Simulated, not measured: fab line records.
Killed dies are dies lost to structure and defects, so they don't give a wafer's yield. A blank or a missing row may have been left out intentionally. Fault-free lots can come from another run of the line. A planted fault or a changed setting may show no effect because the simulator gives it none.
fab line records | flow sky130
record: lots: 5 wafers: 15 last-day: 49
route steps=708 shown SD_P@328 RES_XHIGH@332 SD_N@342 SALICIDE@361 LI_CONTACT@362
lots that met no fault: taken from a fault-free run of the same line
start-h: hours from the record's opening day to when the first of the lot's shown wafers began | wait-h: hours since the lot's step before | " unchanged from the row above | L1.1+2: a row that stands for several wafers | - no value, or no start was given | * or withheld: withheld | < > ~ a bound
route shown NAME@n: NAME is a module with steps in the file, n the number in the route of the first one | usual: average and standard deviation across the fault-free wafers | same: alike in all rows | chamber/n: place in a boat | sites: per-site readings | _std_site: standard deviation of those values | _edge_site: the outer-site mean with the inner-site mean subtracted | radius-mm: for every site, how far away it sits from the centre of the wafer | mask NAME#n: copy n | behind: the last tool/chamber to shape the wafer | hold: why the lot was held/for how many hours/how that ended | device: the n, p or np transistor that did not switch | end of line: the tests these same wafers got at the end of their route | where a step has no rows: the recipe by itself | killed: not the wafer's yield, but the dies lost to structure and defects at the first sort | map: dies across one wafer; x = killed, . = not, _ = none there
set.NAME: the setting that was run; set.NAME@STEP: the one run at that earlier step | model.NAME: the simulator's own value behind a step, which no gauge read
lots seen at some steps along the route; tables by step, rows by wafer
services: from which hour (start-h, from the record's first day; less than 0 if before it) a tool's chamber was out of use, for how many hours, and why
== steps ==
step: SKY_SD_P_OVL_MEAS_08
usual: SD_P_OVL: -0.3/1.4
columns lot.wafer tool chamber start-h wait-h SD_P_OVL[nm]
L074.1 overlay-02 - 593.62 0.1 -0.1
L074.4 " - " " 0.9
L074.5 " - " " -0.1
L085.1 overlay-01 - 690.99 0.1 -2.8
L085.3 " - " " -0.6
L085.4 " - " " -1.5
L088.1 overlay-02 - 708.29 0.1 1.1
L088.2 " - " " 0.1
L088.3 " - " " 0.4
L089.1 overlay-02 - 712.49 0.1 -0.7
L089.4 " - " " -0.7
L089.5 " - " " -0.5
L094.3 overlay-01 - 756.18 0.1 0.1
L094.4 " - " " -1.1
L094.5 " - " " -1.4
step: SKY_SD_P_IMPLANT_09
recipe: species: BF2 energy-kev: 20 dose-cm2: 3e+15 tilt-deg: 0
same: implant-ion-amu: 49
columns lot.wafer tool chamber start-h wait-h
L074.1+4+5 implanter-04 0 593.65 0.0
L085.1+3+4 implanter-03 0 691.03 0.0
L088.1+2+3 implanter-01 0 708.32 0.0
L089.1+4+5 implanter-04 0 712.52 0.0
L094.3+4+5 implanter-04 0 756.25 0.1
step: SKY_SD_P_STRIP_10
recipe: chemistry: O2/N2 power-w: 1400 pressure-mtorr: 1500 platen-temp-c: withheld o2-flow-sccm: 3000 n2-flow-sccm: 300 overash-fraction: 0.5
usual: drypump-motor-current-A: 5.5/0.42 oes-product-au: 0.618/0.0049 strip-time-to-endpoint-s: 17.50/0.039
columns lot.wafer tool chamber start-h wait-h drypump-motor-current-A oes-product-au rf-hours-counter-h strip-time-to-endpoint-s
L074.1 plasma-asher-01 0 593.80 0.1 4.8 0.622 17 17.51
L074.4 " 0 " " 4.8 0.615 - 17.45
L074.5 " 0 " " 4.8 0.616 - 17.45
L085.1 plasma-asher-02 0 691.18 0.1 5.6 0.612 57 17.54
L085.3 " 0 " " 5.6 0.617 - 17.49
L085.4 " 1 " " 5.7 0.619 - 17.53
L088.1 plasma-asher-01 1 708.47 0.1 5.4 0.616 30 17.50
L088.2 " 0 " " 4.8 0.620 30 17.49
L088.3 " 1 " " 5.4 0.619 - 17.49
L089.1 plasma-asher-03 1 712.67 0.1 5.9 0.611 102 17.50
L089.4 " 0 " " 6.0 0.623 - 17.49
L089.5 " 1 " " 5.9 0.611 - 17.52
L094.3 plasma-asher-01 1 756.39 0.1 5.5 0.615 - 17.54
L094.4 " 0 " " 4.8 0.613 - 17.50
L094.5 " 1 " " 5.4 0.612 - 17.50
step: SKY_SD_P_TW_MEAS_11
usual: SD_P_TW: 2805/27
columns lot.wafer tool chamber start-h wait-h SD_P_TW
L074.1 film-metro-03 - 593.90 0.1 2808
L074.4 " - " " 2790
L074.5 " - " " 2780
L085.1 film-metro-02 - 691.28 0.1 2864
L085.3 " - " " 2848
L085.4 " - " " 2852
L088.1 film-metro-03 - 708.57 0.1 2785
L088.2 " - " " 2769
L088.3 " - " " 2781
L089.1 film-metro-01 - 712.77 0.1 2790
L089.4 " - " " 2786
L089.5 " - " " 2780
L094.3 film-metro-01 - 756.47 0.1 2760
L094.4 " - " " 2787
L094.5 " - " " 2770
step: SKY_RES_XHIGH_DEHYDRATE_00
recipe: temp-c: 200 time-s: 60
columns lot.wafer tool chamber start-h wait-h
L074.1+4+5 litho-track-01 0 608.62 14.7
L085.1+3+4 litho-track-04 0 704.35 13.1
L088.1+2+3 litho-track-01 0 721.17 12.6
L089.1+4+5 litho-track-04 0 726.75 14.0
L094.3+4+5 litho-track-02 0 768.86 12.4
step: SKY_RES_XHIGH_HMDS_01
recipe: prime-time-s: 60 prime-temp-c: 120
columns lot.wafer tool chamber start-h wait-h
L074.1+4+5 litho-track-01 0 608.77 0.1
L085.1+3+4 litho-track-04 0 704.50 0.1
L088.1+2+3 litho-track-01 0 721.32 0.1
L089.1+4+5 litho-track-04 0 726.90 0.1
L094.3+4+5 litho-track-02 0 769.01 0.1
step: SKY_RES_XHIGH_COAT_02
recipe: resist: NOVOLAK spin-rpm: 3000 resist-thk-nm: 1140
columns lot.wafer tool chamber start-h wait-h
L074.1+4+5 litho-track-01 0 608.92 0.1
L085.1+3+4 litho-track-04 0 704.65 0.1
L088.1+2+3 litho-track-01 0 721.47 0.1
L089.1+4+5 litho-track-04 0 727.05 0.1
L094.3+4+5 litho-track-02 0 769.16 0.1
step: SKY_RES_XHIGH_SOFTBAKE_03
recipe: temp-c: 90 time-s: 60 resist: NOVOLAK
columns lot.wafer tool chamber start-h wait-h
L074.1+4+5 litho-track-01 0 609.07 0.1
L085.1+3+4 litho-track-04 0 704.80 0.1
L088.1+2+3 litho-track-01 0 721.62 0.1
L089.1+4+5 litho-track-04 0 727.20 0.1
L094.3+4+5 litho-track-02 0 769.31 0.1
step: SKY_RES_XHIGH_EXPOSE_04
recipe: mask-id: URPM na: 0.6 source-shape: conventional sigma-outer: 0.6 polarization: unpolarized target-cd-nm: 1270 dose-mj: 140
columns lot.wafer tool chamber start-h wait-h mask
L074.1+4+5 iline-stepper-01 0 - - URPM#0
L085.1+3+4 iline-stepper-01 0 - - URPM#0
L088.1+2+3 iline-stepper-01 0 - - URPM#0
L089.1+4+5 iline-stepper-01 0 - - URPM#0
L094.3+4+5 iline-stepper-02 0 - - URPM#0
step: SKY_RES_XHIGH_PEB_05
recipe: temp-c: withheld time-s: * resist: NOVOLAK
columns lot.wafer tool chamber start-h wait-h
L074.1+4+5 litho-track-04 0 - -
L085.1+3+4 litho-track-01 0 - -
L088.1+2+3 litho-track-02 0 - -
L089.1+4+5 litho-track-01 0 - -
L094.3+4+5 litho-track-02 0 - -
step: SKY_RES_XHIGH_DEVELOP_06
recipe: resist: NOVOLAK developer: TMAH develop-time-s: 60 dev-temp-c: 23
columns lot.wafer tool chamber start-h wait-h
L074.1+4+5 litho-track-04 0 623.75 0.1
L085.1+3+4 litho-track-01 0 718.32 0.1
L088.1+2+3 litho-track-02 0 735.51 0.1
L089.1+4+5 litho-track-01 0 740.47 0.1
L094.3+4+5 litho-track-02 0 782.41 0.1
step: SKY_RES_XHIGH_IMPLANT_07
recipe: species: BF2 energy-kev: 20 dose-cm2: 3.6e+14 tilt-deg: 0
same: implant-ion-amu: 49
columns lot.wafer tool chamber start-h wait-h
L074.1+4+5 implanter-03 0 623.90 0.1
L085.1+3+4 implanter-04 0 718.47 0.1
L088.1+2+3 implanter-02 0 735.66 0.1
L089.1+4+5 implanter-03 0 740.62 0.1
L094.3+4+5 implanter-04 0 782.56 0.1
step: SKY_RES_XHIGH_STRIP_08
recipe: chemistry: O2/N2 power-w: 1400 pressure-mtorr: 1500 platen-temp-c: withheld o2-flow-sccm: 3000 n2-flow-sccm: 300 overash-fraction: 0.5
usual: drypump-motor-current-A: 5.3/0.4 oes-product-au: 0.711/0.0043 strip-time-to-endpoint-s: 14.27/0.039
columns lot.wafer tool chamber start-h wait-h drypump-motor-current-A oes-product-au rf-hours-counter-h strip-time-to-endpoint-s
L074.1 plasma-asher-01 0 624.05 0.1 4.8 0.712 20 14.27
L074.4 " 1 " " 5.5 0.701 - 14.30
L074.5 " 1 " " 5.4 0.713 - 14.27
L085.1 plasma-asher-03 1 718.62 0.1 5.9 0.712 102 14.20
L085.3 " 1 " " 5.8 0.714 - 14.15
L085.4 " 0 " " 6.0 0.716 - 14.18
L088.1 plasma-asher-04 0 735.81 0.1 5.1 0.722 80 14.23
L088.2 " 1 " " 5.2 0.708 80 14.26
L088.3 " 1 " " 5.3 0.707 - 14.24
L089.1 plasma-asher-04 0 740.77 0.1 5.2 0.705 81 14.27
L089.4 " 0 " " 5.1 0.706 - 14.25
L089.5 " 0 " " 5.1 0.707 - 14.25
L094.3 plasma-asher-03 1 782.70 0.1 5.8 0.712 - 14.26
L094.4 " 0 " " 6.0 0.708 - 14.30
L094.5 " 0 " " 6.0 0.707 - 14.29
step: SKY_RES_XHIGH_TW_MEAS_09
usual: RES_XHIGH_TW: 1621/14
columns lot.wafer tool chamber start-h wait-h RES_XHIGH_TW
L074.1 film-metro-03 - 624.15 0.1 1619
L074.4 " - " " 1622
L074.5 " - " " 1617
L085.1 film-metro-03 - 718.72 0.1 1616
L085.3 " - " " 1617
L085.4 " - " " 1616
L088.1 film-metro-02 - 735.91 0.1 1647
L088.2 " - " " 1647
L088.3 " - " " 1654
L089.1 film-metro-03 - 740.87 0.1 1616
L089.4 " - " " 1623
L089.5 " - " " 1605
L094.3 film-metro-01 - 782.78 0.1 1605
L094.4 " - " " 1617
L094.5 " - " " 1606
step: SKY_SD_N_DEHYDRATE_00
recipe: temp-c: 200 time-s: 60
columns lot.wafer tool chamber start-h wait-h
L074.1+4+5 litho-track-02 0 638.16 14.0
L085.1+3+4 litho-track-03 0 731.87 13.1
L088.1+2+3 litho-track-03 0 748.92 13.0
L089.1+4+5 litho-track-04 0 754.20 13.3
L094.3+4+5 litho-track-04 0 795.00 12.2
step: SKY_SD_N_HMDS_01
recipe: prime-time-s: 60 prime-temp-c: 120
columns lot.wafer tool chamber start-h wait-h
L074.1+4+5 litho-track-02 0 638.31 0.1
L085.1+3+4 litho-track-03 0 732.02 0.1
L088.1+2+3 litho-track-03 0 749.07 0.1
L089.1+4+5 litho-track-04 0 754.35 0.1
L094.3+4+5 litho-track-04 0 795.15 0.1
step: SKY_SD_N_COAT_02
recipe: resist: NOVOLAK spin-rpm: 3000 resist-thk-nm: 1140
columns lot.wafer tool chamber start-h wait-h
L074.1+4+5 litho-track-02 0 638.46 0.1
L085.1+3+4 litho-track-03 0 732.17 0.1
L088.1+2+3 litho-track-03 0 749.22 0.1
L089.1+4+5 litho-track-04 0 754.50 0.1
L094.3+4+5 litho-track-04 0 795.30 0.1
step: SKY_SD_N_SOFTBAKE_03
recipe: temp-c: 90 time-s: 60 resist: NOVOLAK
columns lot.wafer tool chamber start-h wait-h
L074.1+4+5 litho-track-02 0 638.61 0.1
L085.1+3+4 litho-track-03 0 732.32 0.1
L088.1+2+3 litho-track-03 0 749.37 0.1
L089.1+4+5 litho-track-04 0 754.65 0.1
L094.3+4+5 litho-track-04 0 795.45 0.1
step: SKY_SD_N_EXPOSE_04
recipe: mask-id: NSDM na: 0.6 source-shape: conventional sigma-outer: 0.6 polarization: unpolarized target-cd-nm: 380 dose-mj: 141
columns lot.wafer tool chamber start-h wait-h mask
L074.1+4+5 iline-stepper-01 0 - - NSDM#0
L085.1+3+4 iline-stepper-02 0 - - NSDM#0
L088.1+2+3 iline-stepper-02 0 - - NSDM#0
L089.1+4+5 iline-stepper-01 0 - - NSDM#0
L094.3+4+5 iline-stepper-02 0 - - NSDM#0
step: SKY_SD_N_PEB_05
recipe: temp-c: withheld time-s: * resist: NOVOLAK
columns lot.wafer tool chamber start-h wait-h
L074.1+4+5 litho-track-02 0 - -
L085.1+3+4 litho-track-04 0 - -
L088.1+2+3 litho-track-04 0 - -
L089.1+4+5 litho-track-03 0 - -
L094.3+4+5 litho-track-04 0 - -
step: SKY_SD_N_DEVELOP_06
recipe: resist: NOVOLAK developer: TMAH develop-time-s: 60 dev-temp-c: 23
columns lot.wafer tool chamber start-h wait-h
L074.1+4+5 litho-track-02 0 652.16 0.1
L085.1+3+4 litho-track-04 0 746.55 0.1
L088.1+2+3 litho-track-04 0 762.65 0.1
L089.1+4+5 litho-track-03 0 767.77 0.1
L094.3+4+5 litho-track-04 0 809.05 0.1
step: SKY_SD_N_CD_MEAS_07
recipe: target-cd-nm: 380
usual: cd-nm: 380.3/2.8
columns lot.wafer tool chamber start-h wait-h cd-nm
L074.1 cd-sem-01 - 652.31 0.1 378.1
L074.4 " - " " 379.3
L074.5 " - " " 381.9
L085.1 cd-sem-02 - 746.79 0.2 381.2
L085.3 " - " " 380.2
L085.4 " - " " 378.8
L088.1 cd-sem-02 - 762.80 0.1 378.2
L088.2 " - " " 379.5
L088.3 " - " " 379.1
L089.1 cd-sem-01 - 767.92 0.1 377.1
L089.4 " - " " 377.7
L089.5 " - " " 380.4
L094.3 cd-sem-01 - 809.19 0.1 381.2
L094.4 " - " " 380.9
L094.5 " - " " 382.0
step: SKY_SD_N_OVL_MEAS_08
usual: SD_N_OVL: -0.8/1.7
columns lot.wafer tool chamber start-h wait-h SD_N_OVL[nm]
L074.1 overlay-01 - 652.43 0.1 2.4
L074.4 " - " " 2.4
L074.5 " - " " -0.9
L085.1 overlay-02 - 746.91 0.1 -1.6
L085.3 " - " " -3.3
L085.4 " - " " -2.3
L088.1 overlay-01 - 762.92 0.1 0.3
L088.2 " - " " -1.1
L088.3 " - " " 0.2
L089.1 overlay-01 - 768.04 0.1 -2.4
L089.4 " - " " -2.9
L089.5 " - " " -0.5
L094.3 overlay-01 - 809.28 0.1 -0.1
L094.4 " - " " -1.0
L094.5 " - " " -0.8
step: SKY_SD_N_IMPLANT_09
recipe: species: As energy-kev: 50 dose-cm2: 4e+15 tilt-deg: 0
same: implant-ion-amu: 75
columns lot.wafer tool chamber start-h wait-h
L074.1+4+5 implanter-01 0 652.47 0.0
L085.1+3+4 implanter-02 0 746.94 0.0
L088.1+2+3 implanter-04 0 762.95 0.0
L089.1+4+5 implanter-04 0 768.08 0.0
L094.3+4+5 implanter-04 0 809.35 0.1
step: SKY_SD_N_IMPLANT_10
recipe: species: P energy-kev: 20 dose-cm2: 1e+14 tilt-deg: 0
same: implant-ion-amu: 31
columns lot.wafer tool chamber start-h wait-h
L074.1+4+5 implanter-01 0 652.62 0.1
L085.1+3+4 implanter-02 0 747.09 0.1
L088.1+2+3 implanter-04 0 763.10 0.1
L089.1+4+5 implanter-04 0 768.23 0.1
L094.3+4+5 implanter-04 0 809.50 0.1
step: SKY_SD_N_STRIP_11
recipe: chemistry: O2/N2 power-w: 1400 pressure-mtorr: 1500 platen-temp-c: withheld o2-flow-sccm: 3000 n2-flow-sccm: 300 overash-fraction: 0.5
usual: drypump-motor-current-A: 5.3/0.32 oes-product-au: 0.527/0.0047 strip-time-to-endpoint-s: 22.54/0.053
columns lot.wafer tool chamber start-h wait-h drypump-motor-current-A oes-product-au rf-hours-counter-h strip-time-to-endpoint-s
L074.1 plasma-asher-01 0 652.77 0.1 4.8 0.527 24 22.65
L074.4 " 1 " " 5.4 0.529 - 22.60
L074.5 " 1 " " 5.4 0.531 - 22.60
L085.1 plasma-asher-02 1 747.24 0.1 5.7 0.519 63 22.56
L085.3 " 0 " " 5.6 0.538 - 22.54
L085.4 " 1 " " 5.7 0.526 - 22.55
L088.1 plasma-asher-04 1 763.25 0.1 5.3 0.533 82 22.56
L088.2 " 0 " " 5.1 0.528 82 22.53
L088.3 " 1 " " 5.3 0.532 - 22.57
L089.1 plasma-asher-02 1 768.38 0.1 5.7 0.537 65 22.48
L089.4 " 0 " " 5.6 0.528 - 22.51
L089.5 " 1 " " 5.7 0.523 - 22.54
L094.3 plasma-asher-01 0 809.64 0.1 4.8 0.529 - 22.54
L094.4 " 1 " " 5.4 0.535 - 22.48
L094.5 " 1 " " 5.4 0.526 - 22.52
step: SKY_SD_N_TW_MEAS_12
usual: SD_N_TW: 3934/39
columns lot.wafer tool chamber start-h wait-h SD_N_TW
L074.1 film-metro-03 - 652.87 0.1 3909
L074.4 " - " " 3898
L074.5 " - " " 3901
L085.1 film-metro-01 - 747.34 0.1 3893
L085.3 " - " " 3895
L085.4 " - " " 3896
L088.1 film-metro-03 - 763.35 0.1 3921
L088.2 " - " " 3901
L088.3 " - " " 3905
L089.1 film-metro-02 - 768.48 0.1 4006
L089.4 " - " " 3999
L089.5 " - " " 4003
L094.3 film-metro-01 - 809.72 0.1 3877
L094.4 " - " " 3893
L094.5 " - " " 3906
step: SKY_SD_N_CLEAN_13
recipe: chemistry: SC1/SC2 mix: 1:4:20 temp-c: 70 time-s: 150 dry: n2-spin
usual: bath-heat-duty-pct: 14.1/1.6
columns lot.wafer tool chamber start-h wait-h bath-heat-duty-pct
L074.1 wet-bench-01 1 652.97 0.1 16.4
L074.4 " 1 " " 18.3
L074.5 " 1 " " 15.5
L085.1 wet-bench-03 1 747.40 0.1 16.1
L085.3 " 1 " " 15.6
L085.4 " 1 " " 16.8
L088.1 wet-bench-03 3 763.41 0.1 14.7
L088.2 " 3 " " 14.0
L088.3 " 3 " " 14.0
L089.1 wet-bench-01 3 768.54 0.1 13.3
L089.4 " 3 " " 14.4
L089.5 " 3 " " 14.6
L094.3 wet-bench-04 1 809.76 0.0 13.2
L094.4 " 1 " " 12.3
L094.5 " 1 " " 13.4
step: SKY_SD_N_RTA_14
recipe: temp-c: 1075 time-s: 2 idle-temp-c: 650 ramp-up-c-per-s: 150 ramp-down-c-per-s: 90 ambient: N2
usual: lamp-power-pct: 15.73/0.054 wafer_temp_C_max: 1078.2/1.2
columns lot.wafer tool chamber start-h wait-h lamp-power-pct wafer_temp_C_max
L074.1 rtp-anneal-01 0 653.03 0.0 15.78 1077.8
L074.4 " 0 " " 15.65 1079.0
L074.5 " 0 " " 15.67 1078.6
L085.1 rtp-anneal-02 0 747.45 0.0 15.77 1077.9
L085.3 " 0 " " 15.79 1079.2
L085.4 " 0 " " 15.82 1079.9
L088.1 rtp-anneal-01 0 763.46 0.0 15.68 1079.5
L088.2 " 0 " " 15.72 1077.9
L088.3 " 0 " " 15.71 1075.9
L089.1 rtp-anneal-02 0 768.59 0.0 15.76 1077.7
L089.4 " 0 " " 15.76 1077.4
L089.5 " 0 " " 15.76 1078.0
L094.3 rtp-anneal-01 0 809.83 0.0 15.71 1078.9
L094.4 " 0 " " 15.73 1078.2
L094.5 " 0 " " 15.78 1079.4
step: SKY_SD_N_RS_MEAS_16
recipe: thk-meas-gauge: four-point-probe
usual: SD_N_RS: 68.61/0.16
columns lot.wafer tool chamber start-h wait-h SD_N_RS[ohm/sq]
L074.1 film-metro-01 - 653.20 0.1 68.52
L074.4 " - " " 68.57
L074.5 " - " " 68.54
L085.1 film-metro-01 - 747.63 0.1 68.54
L085.3 " - " " 68.53
L085.4 " - " " 68.50
L088.1 film-metro-02 - 763.64 0.1 68.43
L088.2 " - " " 68.37
L088.3 " - " " 68.62
L089.1 film-metro-03 - 768.76 0.1 68.78
L089.4 " - " " 68.85
L089.5 " - " " 69.00
L094.3 film-metro-03 - 810.03 0.1 68.80
L094.4 " - " " 68.75
L094.5 " - " " 68.68
step: SKY_SD_N_RS_MEAS_17
recipe: thk-meas-gauge: four-point-probe
usual: SD_P_RS: 147.2/0.43
columns lot.wafer tool chamber start-h wait-h SD_P_RS[ohm/sq]
L074.1 film-metro-01 - 653.32 0.1 147.3
L074.4 " - " " 146.9
L074.5 " - " " 146.9
L085.1 film-metro-01 - 747.75 0.1 147.0
L085.3 " - " " 146.9
L085.4 " - " " 146.6
L088.1 film-metro-02 - 763.76 0.1 147.3
L088.2 " - " " 147.4
L088.3 " - " " 147.5
L089.1 film-metro-03 - 768.88 0.1 147.6
L089.4 " - " " 148.3
L089.5 " - " " 147.9
L094.3 film-metro-03 - 810.15 0.1 147.2
L094.4 " - " " 147.4
L094.5 " - " " 147.2
step: SKY_SD_N_RS_MEAS_18
recipe: thk-meas-gauge: four-point-probe
usual: RES_XHIGH_RS: 333.3/1.4
columns lot.wafer tool chamber start-h wait-h RES_XHIGH_RS[ohm/sq]
L074.1 film-metro-01 - 653.44 0.1 333.1
L074.4 " - " " 333.7
L074.5 " - " " 333.9
L085.1 film-metro-01 - 747.87 0.1 332.9
L085.3 " - " " 333.5
L085.4 " - " " 334.6
L088.1 film-metro-02 - 763.88 0.1 332.0
L088.2 " - " " 332.3
L088.3 " - " " 331.6
L089.1 film-metro-03 - 769.00 0.1 335.4
L089.4 " - " " 335.5
L089.5 " - " " 333.9
L094.3 film-metro-03 - 810.27 0.1 335.8
L094.4 " - " " 335.8
L094.5 " - " " 336.4
step: SKY_SALICIDE_CLEAN_00
recipe: chemistry: HF-last time-s: 30 dilution: 100:1 dry: ipa-marangoni
columns lot.wafer tool chamber start-h wait-h
L074.1+4+5 wet-bench-02 2 653.56 0.1
L085.1+3+4 wet-bench-04 1 747.99 0.1
L088.1+2+3 wet-bench-03 3 764.00 0.1
L089.1+4+5 wet-bench-04 2 769.12 0.1
L094.3+4+5 wet-bench-03 3 810.35 0.1
step: SKY_LI_CONTACT_HDPCVD_00
recipe: material: PSG target-thk-nm: 930 sigma-open-frac: 0.3 time-s: 155 temp-c: 600 sih4-flow-sccm: 60 pressure-mtorr: 6
columns lot.wafer tool chamber start-h wait-h
L074.1+4+5 hdpcvd-01 0,0,1 653.58 0.0
L085.1+3+4 hdpcvd-01 0,1,1 748.00 0.0
L088.1+2+3 hdpcvd-01 1,2,0 764.01 0.0
L089.1+4+5 hdpcvd-01 2,2,1 769.14 0.0
L094.3+4+5 hdpcvd-01 2,1,0 810.36 0.0
step: SKY_LI_CONTACT_THK_MEAS_01
recipe: reads: PSG_of_LI_CONTACT_HDPCVD_00
usual: LI_CONTACT_HDPCVD_THK: 928/8
columns lot.wafer tool chamber start-h wait-h LI_CONTACT_HDPCVD_THK[nm]
L074.1 film-metro-03 - 653.68 0.1 915
L074.4 " - " " 911
L074.5 " - " " 929
L085.1 film-metro-03 - 748.11 0.1 939
L085.3 " - " " 937
L085.4 " - " " 935
L088.1 film-metro-03 - 764.12 0.1 932
L088.2 " - " " 924
L088.3 " - " " 924
L089.1 film-metro-03 - 769.24 0.1 912
L089.4 " - " " 915
L089.5 " - " " 928
L094.3 film-metro-02 - 810.49 0.1 932
L094.4 " - " " 935
L094.5 " - " " 926
step: SKY_LI_CONTACT_CMP_02
recipe: material: PSG down-force-psi: 4 platen-rpm: 60 pad-velocity-m-s: 0.94248
usual: head-pressure-psi: 4.000/0.0082 motor-current-A: 12.6/1.3 platen-rpm: 60.00/0.038 time-to-endpoint-s: 32.0/2.4
columns lot.wafer tool chamber start-h wait-h head-pressure-psi motor-current-A platen-rpm time-to-endpoint-s
L074.1 cmp-02 0 653.78 0.1 4.006 13.5 60.05 28.1
L074.4 " 1 " " 4.000 15.0 60.06 30.9
L074.5 " 0 " " 4.006 13.6 60.02 31.2
L085.4 cmp-02 0 748.22 0.1 3.996 13.8 59.99 33.0
L085.3 " 1 " " 4.003 14.0 59.97 34.9
L085.1 " 2 " " 3.989 12.2 60.01 34.3
L088.3 cmp-01 1 764.18 0.0 4.003 11.6 60.04 31.5
L088.2 " 2 " " 4.007 10.2 60.04 31.2
L088.1 " 3 " " 4.006 13.0 60.00 29.8
L089.1 cmp-02 2 769.40 0.1 4.009 11.6 60.06 28.8
L089.4 " 3 " " 4.011 11.7 59.96 30.4
L089.5 " 1 " " 4.001 14.0 59.98 34.8
L094.3 cmp-02 0 810.53 0.0 3.982 13.6 59.99 29.9
L094.4 " 3 " " 3.997 12.1 59.99 31.6
L094.5 " 1 " " 4.005 14.4 59.98 34.0
step: SKY_LI_CONTACT_BOW_MEAS_03
recipe: mode: bow
usual: LI_CONTACT_BOW: 56/7.7
columns lot.wafer tool chamber start-h wait-h LI_CONTACT_BOW[um]
L074.1 film-metro-01 - 654.08 0.2 59
L074.4 " - " " 52
L074.5 " - " " 61
L085.1 film-metro-01 - 748.47 0.1 51
L085.3 " - " " 59
L085.4 " - " " 46
L088.1 film-metro-01 - 764.48 0.1 63
L088.2 " - " " 48
L088.3 " - " " 45
L089.1 film-metro-02 - 769.60 0.1 54
L089.4 " - " " 56
L089.5 " - " " 66
L094.3 film-metro-03 - 810.87 0.3 61
L094.4 " - " " 58
L094.5 " - " " 46
step: SKY_LI_CONTACT_DEHYDRATE_04
recipe: temp-c: 200 time-s: 60
columns lot.wafer tool chamber start-h wait-h
L074.1+4+5 litho-track-01 0 668.12 14.0
L085.1+3+4 litho-track-02 0 761.11 12.6
L088.1+2+3 litho-track-02 0 777.56 13.1
L089.1+4+5 litho-track-02 0 782.51 12.9
L094.3+4+5 litho-track-02 0 823.51 12.6
step: SKY_LI_CONTACT_HMDS_05
recipe: prime-time-s: 60 prime-temp-c: 120
columns lot.wafer tool chamber start-h wait-h
L074.1+4+5 litho-track-01 0 668.27 0.1
L085.1+3+4 litho-track-02 0 761.26 0.1
L088.1+2+3 litho-track-02 0 777.71 0.1
L089.1+4+5 litho-track-02 0 782.66 0.1
L094.3+4+5 litho-track-02 0 823.66 0.1
step: SKY_LI_CONTACT_COAT_06
recipe: resist: BARC temp-c: withheld time-s: withheld spin-rpm: 3000 resist-thk-nm: 60
columns lot.wafer tool chamber start-h wait-h
L074.1+4+5 litho-track-01 0 668.42 0.1
L085.1+3+4 litho-track-02 0 761.41 0.1
L088.1+2+3 litho-track-02 0 777.86 0.1
L089.1+4+5 litho-track-02 0 782.81 0.1
L094.3+4+5 litho-track-02 0 823.81 0.1
step: SKY_LI_CONTACT_COAT_07
recipe: resist: KrF-thick spin-rpm: 3000 resist-thk-nm: 450
columns lot.wafer tool chamber start-h wait-h
L074.1+4+5 litho-track-01 0 - -
L085.1+3+4 litho-track-02 0 - -
L088.1+2+3 litho-track-02 0 - -
L089.1+4+5 litho-track-02 0 - -
L094.3+4+5 litho-track-02 0 - -
step: SKY_LI_CONTACT_SOFTBAKE_08
recipe: temp-c: 100 time-s: 90 resist: KrF-thick
columns lot.wafer tool chamber start-h wait-h
L074.1+4+5 litho-track-01 0 - -
L085.1+3+4 litho-track-02 0 - -
L088.1+2+3 litho-track-02 0 - -
L089.1+4+5 litho-track-02 0 - -
L094.3+4+5 litho-track-02 0 - -
step: SKY_LI_CONTACT_EXPOSE_09
recipe: mask-id: LICM1 na: 0.8 source-shape: annular sigma-inner: 0.55 sigma-outer: 0.85 target-cd-nm: 170 dose-mj: 38
columns lot.wafer tool chamber start-h wait-h mask
L074.1+4+5 krf-scanner-01 0 - - LICM1#0
L085.1+3+4 krf-scanner-02 0 - - LICM1#0
L088.1+2+3 krf-scanner-01 0 - - LICM1#0
L089.1+4+5 krf-scanner-02 0 - - LICM1#0
L094.3+4+5 krf-scanner-02 0 - - LICM1#0
step: SKY_LI_CONTACT_PEB_10
recipe: peb-temp-c: withheld peb-time-s: withheld resist: KrF-thick
columns lot.wafer tool chamber start-h wait-h
L074.1+4+5 litho-track-02 0 - -
L085.1+3+4 litho-track-02 0 - -
L088.1+2+3 litho-track-01 0 - -
L089.1+4+5 litho-track-02 0 - -
L094.3+4+5 litho-track-01 0 - -
step: SKY_LI_CONTACT_DEVELOP_11
recipe: develop-time-s: 60 resist: KrF-thick dev-temp-c: 21
columns lot.wafer tool chamber start-h wait-h
L074.1+4+5 litho-track-02 0 - -
L085.1+3+4 litho-track-02 0 - -
L088.1+2+3 litho-track-01 0 - -
L089.1+4+5 litho-track-02 0 - -
L094.3+4+5 litho-track-01 0 - -
step: SKY_LI_CONTACT_CD_MEAS_12
recipe: target-cd-nm: 170
usual: cd-nm: 170.2/1.3
columns lot.wafer tool chamber start-h wait-h cd-nm
L074.1 cd-sem-02 - 682.61 - 171.3
L074.4 " - " " 172.0
L074.5 " - " " 170.1
L085.1 cd-sem-02 - 775.96 - 170.1
L085.3 " - " " 169.1
L085.4 " - " " 170.2
L088.1 cd-sem-01 - 791.77 - 169.2
L088.2 " - " " 170.6
L088.3 " - " " 170.6
L089.1 cd-sem-01 - 796.36 - 168.8
L089.4 " - " " 169.1
L089.5 " - " " 168.3
L094.3 cd-sem-01 - 837.96 - 169.7
L094.4 " - " " 172.0
L094.5 " - " " 169.9
step: SKY_LI_CONTACT_OVL_MEAS_13
usual: LI_CONTACT_OVL: -4/5.3
columns lot.wafer tool chamber start-h wait-h LI_CONTACT_OVL[nm]
L074.1 overlay-02 - 682.73 0.1 3
L074.4 " - " " -3
L074.5 " - " " -1
L085.1 overlay-01 - 776.08 0.1 -2
L085.3 " - " " 0
L085.4 " - " " -9
L088.1 overlay-02 - 791.89 0.1 3
L088.2 " - " " 5
L088.3 " - " " 5
L089.1 overlay-02 - 796.48 0.1 -1
L089.4 " - " " 4
L089.5 " - " " 0
L094.3 overlay-02 - 838.05 0.1 -11
L094.4 " - " " -7
L094.5 " - " " -9
== services ==
columns tool chamber start-h hours kind
plasma-asher-01 - 574.82 5.5 repair
implanter-03 - 577.36 4.6 repair
plasma-asher-04 - 579.43 1.4 repair
plasma-asher-02 - 581.29 1.3 repair
implanter-02 - 582.66 6.2 repair
iline-stepper-02 - 593.04 1.7 pm
cmp-02 - 596.54 0.7 repair
krf-scanner-02 - 597.76 0.8 pm
implanter-01 - 603.43 6.5 repair
plasma-asher-04 - 615.75 1.4 repair
cmp-02 - 636.86 4.4 repair
hdpcvd-01 1 639.01 5.2 repair
iline-stepper-02 - 644.82 2.1 pm
hdpcvd-01 1 660.78 5.7 repair
implanter-04 - 683.87 0.6 repair
cmp-02 - 718.30 0.8 repair
implanter-04 - 721.17 3.9 repair
iline-stepper-01 - 727.79 4.4 pm
implanter-04 - 736.73 3.4 repair
cmp-02 - 744.03 4.0 pm
iline-stepper-01 - 744.60 1.7 pm
iline-stepper-02 - 770.55 5.1 repair
implanter-04 - 799.31 4.5 pm
iline-stepper-02 - 811.22 1.7 pm
== key ==
fault none
